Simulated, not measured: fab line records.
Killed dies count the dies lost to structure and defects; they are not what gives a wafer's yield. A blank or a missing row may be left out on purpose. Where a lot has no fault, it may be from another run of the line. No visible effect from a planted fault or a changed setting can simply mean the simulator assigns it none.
Which tool was responsible? || flow gf180mcu || Sampling: 11 lots, 33 wafers, 6 of 602 route steps

== WHAT THE GAUGES READ, wafer by wafer ==
GF_V4_OVL_MEAS_15. Usual: V4_OVL typically reads 0 nm, with standard deviation 5.3.
{"lot": "L990", "measured": "day 25 11:13", "on": "overlay-01", "V4_OVL (nm)": "5 7 10", "flag": ""}
{"lot": "L992", "measured": "day 25 23:04", "on": "overlay-01", "V4_OVL (nm)": "6 4 1", "flag": ""}
{"lot": "L993", "measured": "day 26 17:55", "on": "overlay-02", "V4_OVL (nm)": "-1 0 6", "flag": ""}
{"lot": "L994", "measured": "day 26 21:25", "on": "overlay-02", "V4_OVL (nm)": "0 -2 -2", "flag": ""}
{"lot": "L995", "measured": "day 27 02:40", "on": "overlay-02", "V4_OVL (nm)": "-2 -1 4", "flag": ""}
{"lot": "L997", "measured": "day 27 18:46", "on": "overlay-01", "V4_OVL (nm)": "-7 0 0", "flag": ""}
{"lot": "L998", "measured": "day 28 00:14", "on": "overlay-01", "V4_OVL (nm)": "7 12 2", "flag": ""}
{"lot": "L999", "measured": "day 28 05:38", "on": "overlay-01", "V4_OVL (nm)": "-8 -8 -2", "flag": ""}
{"lot": "L105", "measured": "day 29 23:01", "on": "overlay-02", "V4_OVL (nm)": "4 -1 1", "flag": ""}
{"lot": "L107", "measured": "day 30 14:04", "on": "overlay-02", "V4_OVL (nm)": "8 0 5", "flag": ""}
{"lot": "L109", "measured": "day 30 23:17", "on": "overlay-01", "V4_OVL (nm)": "3 1 -4", "flag": ""}

GF_V4_THK_MEAS_25: measures by xrf. Usual: V4_W_THK typically reads 357 nm, with standard deviation 5.7.
{"lot": "L990", "measured": "day 25 12:15", "on": "film metro-03", "V4_W_THK (nm)": "366 371 363", "flag": ""}
{"lot": "L992", "measured": "day 26 00:07", "on": "film metro-02", "V4_W_THK (nm)": "359 356 358", "flag": ""}
{"lot": "L993", "measured": "day 26 18:59", "on": "film metro-02", "V4_W_THK (nm)": "354 352 356", "flag": ""}
{"lot": "L994", "measured": "day 26 22:28", "on": "film metro-03", "V4_W_THK (nm)": "354 361 355", "flag": ""}
{"lot": "L995", "measured": "day 27 03:42", "on": "film metro-01", "V4_W_THK (nm)": "360 351 353", "flag": ""}
{"lot": "L997", "measured": "day 27 19:49", "on": "film metro-03", "V4_W_THK (nm)": "358 350 364", "flag": ""}
{"lot": "L998", "measured": "day 28 01:17", "on": "film metro-01", "V4_W_THK (nm)": "354 353 352", "flag": ""}
{"lot": "L999", "measured": "day 28 06:41", "on": "film metro-01", "V4_W_THK (nm)": "356 354 348", "flag": ""}
{"lot": "L105", "measured": "day 30 00:02", "on": "film metro-01", "V4_W_THK (nm)": "350 356 356", "flag": ""}
{"lot": "L107", "measured": "day 30 15:06", "on": "film metro-02", "V4_W_THK (nm)": "359 359 368", "flag": ""}
{"lot": "L109", "measured": "day 31 03:56", "on": "film metro-02", "V4_W_THK (nm)": "351 348 349", "flag": ""}

GF_MIM_RS_MEAS_10: uses a four-point probe to measure. Usual: MIM_ALCU_RS typically reads 0.1608 ohm/sq, with standard deviation 0.0022.
{"lot": "L990", "measured": "day 25 13:02", "on": "film metro-04", "MIM_ALCU_RS (ohm/sq)": "0.1603 0.1654 0.1620", "flag": ""}
{"lot": "L992", "measured": "day 26 00:54", "on": "film metro-03", "MIM_ALCU_RS (ohm/sq)": "0.1635 0.1591 0.1604", "flag": ""}
{"lot": "L993", "measured": "day 26 19:45", "on": "film metro-04", "MIM_ALCU_RS (ohm/sq)": "0.1630 0.1626 0.1595", "flag": ""}
{"lot": "L994", "measured": "day 26 23:14", "on": "film metro-01", "MIM_ALCU_RS (ohm/sq)": "0.1630 0.1612 0.1640", "flag": ""}
{"lot": "L995", "measured": "day 27 04:29", "on": "film metro-01", "MIM_ALCU_RS (ohm/sq)": "0.1634 0.1629 0.1609", "flag": ""}
{"lot": "L997", "measured": "day 27 20:35", "on": "film metro-04", "MIM_ALCU_RS (ohm/sq)": "0.1615 0.1580 0.1615", "flag": ""}
{"lot": "L998", "measured": "day 28 02:04", "on": "film metro-04", "MIM_ALCU_RS (ohm/sq)": "0.2337 0.1614 0.1613", "flag": "OFF"}
{"lot": "L999", "measured": "day 28 07:29", "on": "film metro-03", "MIM_ALCU_RS (ohm/sq)": "0.2354 0.1611 0.1614", "flag": "OFF"}
{"lot": "L105", "measured": "day 30 00:49", "on": "film metro-01", "MIM_ALCU_RS (ohm/sq)": "0.1585 0.1551 0.1558", "flag": ""}
{"lot": "L107", "measured": "day 30 15:52", "on": "film metro-01", "MIM_ALCU_RS (ohm/sq)": "0.1614 0.1588 0.1582", "flag": ""}
{"lot": "L109", "measured": "day 31 04:43", "on": "film metro-03", "MIM_ALCU_RS (ohm/sq)": "0.1621 0.1624 0.1615", "flag": ""}

GF_MIM_THK_MEAS_11: measures by xrf. Usual: MIM_ALCU_THK typically reads 195.7 nm, with standard deviation 2.7.
{"lot": "L990", "measured": "day 25 13:08", "on": "film metro-04", "MIM_ALCU_THK (nm)": "196.7 190.8 194.2", "flag": ""}
{"lot": "L992", "measured": "day 26 01:00", "on": "film metro-03", "MIM_ALCU_THK (nm)": "192.6 199.0 195.3", "flag": ""}
{"lot": "L993", "measured": "day 26 19:52", "on": "film metro-04", "MIM_ALCU_THK (nm)": "192.9 194.7 197.0", "flag": ""}
{"lot": "L994", "measured": "day 26 23:21", "on": "film metro-01", "MIM_ALCU_THK (nm)": "193.5 195.5 191.9", "flag": ""}
{"lot": "L995", "measured": "day 27 04:36", "on": "film metro-01", "MIM_ALCU_THK (nm)": "192.6 192.6 194.9", "flag": ""}
{"lot": "L997", "measured": "day 27 20:42", "on": "film metro-04", "MIM_ALCU_THK (nm)": "193.9 199.0 194.9", "flag": ""}
{"lot": "L998", "measured": "day 28 02:10", "on": "film metro-04", "MIM_ALCU_THK (nm)": "137.8 197.0 196.4", "flag": "OFF"}
{"lot": "L999", "measured": "day 28 07:34", "on": "film metro-03", "MIM_ALCU_THK (nm)": "136.0 194.0 193.5", "flag": "OFF"}
{"lot": "L105", "measured": "day 30 00:56", "on": "film metro-01", "MIM_ALCU_THK (nm)": "198.2 201.7 202.3", "flag": ""}
{"lot": "L107", "measured": "day 30 15:59", "on": "film metro-01", "MIM_ALCU_THK (nm)": "195.1 196.8 196.4", "flag": ""}
{"lot": "L109", "measured": "day 31 04:49", "on": "film metro-03", "MIM_ALCU_THK (nm)": "194.4 193.5 194.1", "flag": ""}

== EACH LOT AND THE TOOL THAT RAN IT (in order: tool; ch and the chambers of the sampled wafers; start) ==
{"lot": "L990", "GF_V4_SPUTTER_22": "pvd sputter-03, day 25 11:58", "GF_MIM_SPUTTER_08": "pvd sputter-03, day 25 12:58"}
{"lot": "L992", "GF_V4_SPUTTER_22": "pvd sputter-01, day 25 23:49", "GF_MIM_SPUTTER_08": "pvd sputter-04, day 26 00:49"}
{"lot": "L993", "GF_V4_SPUTTER_22": "pvd sputter-01, day 26 18:43", "GF_MIM_SPUTTER_08": "pvd sputter-03, day 26 19:41"}
{"lot": "L994", "GF_V4_SPUTTER_22": "pvd sputter-03, day 26 22:11", "GF_MIM_SPUTTER_08": "pvd sputter-03, day 26 23:11"}
{"lot": "L995", "GF_V4_SPUTTER_22": "pvd sputter-03, day 27 03:26", "GF_MIM_SPUTTER_08": "pvd sputter-04, day 27 04:25"}
{"lot": "L997", "GF_V4_SPUTTER_22": "pvd sputter-01, day 27 19:32", "GF_MIM_SPUTTER_08": "pvd sputter-03, day 27 20:31"}
{"lot": "L998", "GF_V4_SPUTTER_22": "pvd sputter-01, day 28 00:59", "GF_MIM_SPUTTER_08": "pvd sputter-04, day 28 01:59"}
{"lot": "L999", "GF_V4_SPUTTER_22": "pvd sputter-02, day 28 06:24", "GF_MIM_SPUTTER_08": "pvd sputter-04, day 28 07:23"}
{"lot": "L105", "GF_V4_SPUTTER_22": "pvd sputter-01, day 29 23:46", "GF_MIM_SPUTTER_08": "pvd sputter-01, day 30 00:45"}
{"lot": "L107", "GF_V4_SPUTTER_22": "pvd sputter-01, day 30 14:50", "GF_MIM_SPUTTER_08": "pvd sputter-03, day 30 15:49"}
{"lot": "L109", "GF_V4_SPUTTER_22": "pvd sputter-02, day 31 00:02", "GF_MIM_SPUTTER_08": "pvd sputter-01, day 31 04:38"}
- GF_V4_SPUTTER_22: material TiN, target thk 10 nm, time 40 s.
- GF_MIM_SPUTTER_08: material AlCu, target thk 200 nm, time 10.6 s.

== AS READ BY THE TOOLS THEMSELVES (means over the sampled wafers that have a number; for cases with no such wafer, the mark the record gives instead) ==
GF_V4_SPUTTER_22. Usual: throttle valve pct 30.1 %, standard deviation 0.63.
{"lot": "L990", "tool": "pvd sputter-03", "throttle valve pct (%)": 30.2, "flag": ""}
{"lot": "L992", "tool": "pvd sputter-01", "throttle valve pct (%)": 30.1, "flag": ""}
{"lot": "L993", "tool": "pvd sputter-01", "throttle valve pct (%)": 29.9, "flag": ""}
{"lot": "L994", "tool": "pvd sputter-03", "throttle valve pct (%)": 30.0, "flag": ""}
{"lot": "L995", "tool": "pvd sputter-03", "throttle valve pct (%)": 29.8, "flag": ""}
{"lot": "L997", "tool": "pvd sputter-01", "throttle valve pct (%)": 29.9, "flag": ""}
{"lot": "L998", "tool": "pvd sputter-01", "throttle valve pct (%)": 30.0, "flag": ""}
{"lot": "L999", "tool": "pvd sputter-02", "throttle valve pct (%)": 30.2, "flag": ""}
{"lot": "L105", "tool": "pvd sputter-01", "throttle valve pct (%)": 29.7, "flag": ""}
{"lot": "L107", "tool": "pvd sputter-01", "throttle valve pct (%)": 29.9, "flag": ""}
{"lot": "L109", "tool": "pvd sputter-02", "throttle valve pct (%)": 30.4, "flag": ""}

GF_MIM_SPUTTER_08. Usual: throttle valve pct 29.8 %, standard deviation 0.49.
{"lot": "L990", "tool": "pvd sputter-03", "throttle valve pct (%)": 30.2, "flag": ""}
{"lot": "L992", "tool": "pvd sputter-04", "throttle valve pct (%)": 29.4, "flag": ""}
{"lot": "L993", "tool": "pvd sputter-03", "throttle valve pct (%)": 30.0, "flag": ""}
{"lot": "L994", "tool": "pvd sputter-03", "throttle valve pct (%)": 30.4, "flag": ""}
{"lot": "L995", "tool": "pvd sputter-04", "throttle valve pct (%)": 29.7, "flag": ""}
{"lot": "L997", "tool": "pvd sputter-03", "throttle valve pct (%)": 30.0, "flag": ""}
{"lot": "L998", "tool": "pvd sputter-04", "throttle valve pct (%)": 29.8, "flag": ""}
{"lot": "L999", "tool": "pvd sputter-04", "throttle valve pct (%)": 29.8, "flag": ""}
{"lot": "L105", "tool": "pvd sputter-01", "throttle valve pct (%)": 29.6, "flag": ""}
{"lot": "L107", "tool": "pvd sputter-03", "throttle valve pct (%)": 29.8, "flag": ""}
{"lot": "L109", "tool": "pvd sputter-01", "throttle valve pct (%)": 29.6, "flag": ""}

== THE ANSWER, worked out from the rows above alone ==
Rule: take the mean of a lot's wafers that have a number; if it is more than 3 standard deviations from the usual mean, the lot is off. Also off: a lot with no number at a reading for which 4 or more lots have one. All remaining lots with rows at the step are treated as sound. After the gauges, taken in route order, come the tools' own readings; for these a lot's mean is taken, as printed above. At the first step where some lot is off, the reading lying furthest off is the one used; lots without a number count as furthest.
Off: L998, L999, at GF_MIM_RS_MEAS_10 (MIM_ALCU_RS).
If a tool, at a process step before that reading, ran all the lots that are off and no sound lot after the first of them, it fits. The gauges at GF_MIM_RS_MEAS_10 are tried like those tools. One fits: pvd sputter-04 at GF_MIM_SPUTTER_08. Its last sound lot is L995 (day 27 04:25), its first lot that is off L998 (day 28 01:59): a fault that began between those two fits.

== WHAT HAD BEEN PUT IN BY THE SIMULATOR ==
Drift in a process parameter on pvd sputter-04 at GF_MIM_SPUTTER_08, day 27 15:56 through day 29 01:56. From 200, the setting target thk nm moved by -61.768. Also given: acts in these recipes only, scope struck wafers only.
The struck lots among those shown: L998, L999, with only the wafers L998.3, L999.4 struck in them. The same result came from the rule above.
